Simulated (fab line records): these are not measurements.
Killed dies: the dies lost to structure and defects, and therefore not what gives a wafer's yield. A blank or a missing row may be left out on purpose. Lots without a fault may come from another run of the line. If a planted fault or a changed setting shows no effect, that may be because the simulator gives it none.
Chamber matching || flow sfq_line || cmp-02 running SFQ_TRILAYER_I1_CMP_CMP_046: 4 sister chambers
The step polishes SiO2. 8 wafers are shown with their chamber, then 7 later ones without.

== EACH WAFER AND ITS CHAMBER ==
{"wafer": "L339.1", "chamber": 1, "motor_current_A (A)": 10.5, "time_to_endpoint_s (s)": 209}
{"wafer": "L342.2", "chamber": 2, "motor_current_A (A)": 10.3, "time_to_endpoint_s (s)": 204}
{"wafer": "L345.3", "chamber": 3, "motor_current_A (A)": 12.5, "time_to_endpoint_s (s)": 209}
{"wafer": "L346.3", "chamber": 2, "motor_current_A (A)": 9.9, "time_to_endpoint_s (s)": 219}
{"wafer": "L346.4", "chamber": 3, "motor_current_A (A)": 12.3, "time_to_endpoint_s (s)": 212}
{"wafer": "L346.6", "chamber": 0, "motor_current_A (A)": 8.7, "time_to_endpoint_s (s)": 222}
{"wafer": "L355.3", "chamber": 1, "motor_current_A (A)": 10.6, "time_to_endpoint_s (s)": 204}
{"wafer": "L355.5", "chamber": 0, "motor_current_A (A)": 8.6, "time_to_endpoint_s (s)": 220}

== WAFERS MISSING THEIR CHAMBER ==
{"wafer": "L355.6", "motor_current_A (A)": 10.4, "time_to_endpoint_s (s)": 216}
{"wafer": "L357.1", "motor_current_A (A)": 9.1, "time_to_endpoint_s (s)": 205}
{"wafer": "L357.3", "motor_current_A (A)": 10.5, "time_to_endpoint_s (s)": 206}
{"wafer": "L357.4", "motor_current_A (A)": 10.6, "time_to_endpoint_s (s)": 210}
{"wafer": "L360.2", "motor_current_A (A)": 12.3, "time_to_endpoint_s (s)": 211}
{"wafer": "L360.4", "motor_current_A (A)": 9.8, "time_to_endpoint_s (s)": 222}
{"wafer": "L360.3", "motor_current_A (A)": 10.9, "time_to_endpoint_s (s)": 216}

== THE CHAMBER EACH PASSED THROUGH ==
{"wafer": "L355.6", "from the rows above": "can't be placed: 1 or 2", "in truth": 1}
{"wafer": "L357.1", "from the rows above": 0, "in truth": 0}
{"wafer": "L357.3", "from the rows above": 1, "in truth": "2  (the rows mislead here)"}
{"wafer": "L357.4", "from the rows above": 1, "in truth": 1}
{"wafer": "L360.2", "from the rows above": 3, "in truth": 3}
{"wafer": "L360.4", "from the rows above": 2, "in truth": 2}
{"wafer": "L360.3", "from the rows above": 1, "in truth": 1}
Correct placement for 5 of the 7. These rows do not allow placing 1 (true chamber among the candidates in 1). Wrongly placed: 1.
How it was worked out, from the rows above alone: a wafer's distance from a chamber is the root of the sum, over the readings, of the square of ((its reading less the chamber's mean) divided by the reading's scatter). The wafer belongs to the nearest chamber; if the next one is less than 2 further off, it can't be placed. For every chamber, the mean is computed from those of its wafers that are shown. The scatter is the square root of a quotient: the sum, over the shown wafers, of each reading's squared deviation from its chamber's mean, divided by wafers minus chambers.
